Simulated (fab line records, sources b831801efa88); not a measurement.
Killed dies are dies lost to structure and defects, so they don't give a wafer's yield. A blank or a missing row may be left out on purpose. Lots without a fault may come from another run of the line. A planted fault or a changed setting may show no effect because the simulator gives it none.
Which tool did it? | flow gf180mcu | 12 lots, 36 wafers sampled, at 4 steps of a route of 602

WHAT THE GAUGES READ, wafer by wafer
GF_NWELL_TW_MEAS_11.
lot  | measured    | on            | NWELL_TW
L705 | day 3 16:20 | film_metro-03 | 1588 1577 1582
L706 | day 3 20:00 | film_metro-04 | 1551 1545 1549
L707 | day 3 23:37 | film_metro-02 | 1599 1596 1584
L708 | day 4 06:29 | film_metro-02 | 1713 1702 1717
L710 | day 4 15:53 | film_metro-02 | 1710 1709 1703
L715 | day 5 19:57 | film_metro-03 | 1571 1576 1582
L720 | day 7 00:13 | film_metro-04 | 1561 1559 1559
L721 | day 7 05:40 | film_metro-04 | 1562 1551 1559
L722 | day 7 12:02 | film_metro-04 | 1562 1555 1554
L723 | day 7 15:44 | film_metro-02 | 1609 1611 1611
L724 | day 7 21:23 | film_metro-03 | 1586 1601 1585
L727 | day 8 15:33 | film_metro-02 | 1589 1594 1600

GF_VT_IMPLANT_RS_MEAS_47: measures by four-point-probe.
lot  | measured     | on            | NWELL_RS (ohm/sq)
L705 | day 8 00:26  | film_metro-03 | 488.8 489.9 489.1
L706 | day 8 08:09  | film_metro-03 | 488.3 488.0 489.5
L707 | day 8 10:42  | film_metro-04 | 488.4 486.7 487.3
L708 | day 8 18:04  | film_metro-04 | 425.5 424.2 424.3
L710 | day 9 07:41  | film_metro-02 | 424.2 424.2 425.9
L715 | day 10 15:12 | film_metro-03 | 488.8 487.9 488.3
L720 | day 12 03:27 | film_metro-03 | 488.3 488.2 488.9
L721 | day 12 11:44 | film_metro-04 | 488.4 489.2 488.4
L722 | day 12 16:43 | film_metro-03 | 487.8 485.6 487.2
L723 | day 12 23:31 | film_metro-03 | 491.4 490.1 490.8
L724 | day 13 03:10 | film_metro-02 | 487.4 489.3 488.9
L727 | day 14 05:59 | film_metro-03 | 488.3 489.0 487.4

GF_NSD_OVL_MEAS_08.
lot  | measured     | on         | NSD_OVL (nm)
L705 | day 13 22:25 | overlay-01 | 2.0 2.7 2.2
L706 | day 14 06:17 | overlay-01 | 0.8 1.7 0.7
L707 | day 14 10:07 | overlay-01 | -1.3 -1.5 1.0
L708 | day 14 22:02 | overlay-02 | 0.5 2.0 2.4
L710 | day 15 15:07 | overlay-02 | 0.7 1.9 1.0
L715 | day 17 01:00 | overlay-02 | 0.2 -1.5 0.1
L720 | day 18 23:52 | overlay-01 | 0.4 -2.6 -0.4
L721 | day 19 08:05 | overlay-01 | -2.4 -1.2 -1.7
L722 | day 19 14:07 | overlay-01 | 1.5 2.0 1.9
L723 | day 19 23:26 | overlay-02 | 0.6 0.0 -0.8
L724 | day 20 03:57 | overlay-01 | -1.6 0.5 -0.5
L727 | day 21 12:46 | overlay-02 | -2.3 -0.6 -0.8

WHICH TOOL RAN EACH LOT (tool, then ch and the chambers of the sampled wafers, then the start)
lot  | GF_NWELL_IMPLANT_08
L705 | implanter-02 ch 0, day 3 15:56
L706 | implanter-02 ch 0, day 3 19:36
L707 | implanter-01 ch 0, day 3 23:13
L708 | implanter-02 ch 0, day 4 06:07
L710 | implanter-02 ch 0, day 4 15:31
L715 | implanter-03 ch 0, day 5 19:33
L720 | implanter-01 ch 0, day 6 23:49
L721 | implanter-01 ch 0, day 7 05:17
L722 | implanter-03 ch 0, day 7 11:38
L723 | implanter-01 ch 0, day 7 15:20
L724 | implanter-01 ch 0, day 7 20:59
L727 | implanter-01 ch 0, day 8 15:10
- GF_NWELL_IMPLANT_08

WHAT THE TOOLS THEMSELVES READ (means of the sampled wafers that have a number; where no wafer has one, the mark that the record gives instead)
GF_NWELL_IMPLANT_08.
lot  | tool         | beam_on_s (s) | dose_ions_cm2 | faraday_current_uA
L705 | implanter-02 | 10.09         | 1.5000e+13    | 84.2
L706 | implanter-02 | 10.13         | 1.4983e+13    | 83.7
L707 | implanter-01 | 10.03         | 1.5014e+13    | 84.5
L708 | implanter-02 | 10.00         | 1.9393e+13    | 109.4
L710 | implanter-02 | 9.76          | 1.9372e+13    | 111.8
L715 | implanter-03 | 10.27         | 1.5006e+13    | 82.5
L720 | implanter-01 | 9.79          | 1.4984e+13    | 86.3
L721 | implanter-01 | 10.04         | 1.5000e+13    | 84.3
L722 | implanter-03 | 10.17         | 1.4994e+13    | 83.1
L723 | implanter-01 | 9.97          | 1.5008e+13    | 84.8
L724 | implanter-01 | 10.06         | 1.5014e+13    | 83.9
L727 | implanter-01 | 10.03         | 1.5021e+13    | 84.2

THE ANSWER, worked out from the rows above alone
Rule: what is usual is taken from the lots themselves. Put in order of their means at a reading, lots are off if they are a third of the lots or fewer, leave a main group of 4 or more, and stand apart from it by a gap of 3 or more times the standard deviation of the main group's means; of several such gaps the widest counts. A main group whose means are all the same, to the digits that the tables above print for the reading, isn't used. A lot without any number at a reading at which 4 lots or more have one is off too. The other lots that the step has rows for count as sound. The gauges are gone through in route order, then the tools' own readings, and for those a lot's mean is taken as printed above. The first step at which some lot is off is used, and at that step the reading that is off furthest; a lot without a number counts as furthest.
Off: L708, L710, at GF_NWELL_TW_MEAS_11 (NWELL_TW). The main group: mean 1577, standard deviation 19.
A tool fits if, at a process step before that reading, it ran every lot that is off, and no sound lot after the first of them. The gauges at GF_NWELL_TW_MEAS_11 aren't tried: what is off there is off at GF_NWELL_IMPLANT_08 too, on other tools, and a gauge's error can't cause that. One fits: implanter-02 at GF_NWELL_IMPLANT_08. Its last sound lot is L706 (day 3 19:36), its first lot that is off L708 (day 4 06:07): a fault that began between those two fits.
The tool's own readings at GF_NWELL_IMPLANT_08 bear it out: on the lots that are off they differ by more than 5 times the standard deviation of the sound lots' means. dose_ions_cm2 reads 1.9382e+13 there against 1.5002e+13 on the sound lots; faraday_current_uA reads 110.6 there against 84.2 on the sound lots.

WHAT THE SIMULATOR HAD PUT IN
Process parameter drift: implanter-02, from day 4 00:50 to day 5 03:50, at GF_NWELL_IMPLANT_08. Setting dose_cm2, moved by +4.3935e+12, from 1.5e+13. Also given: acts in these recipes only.
Lots struck among those shown: L708, L710. The rule above found the same.
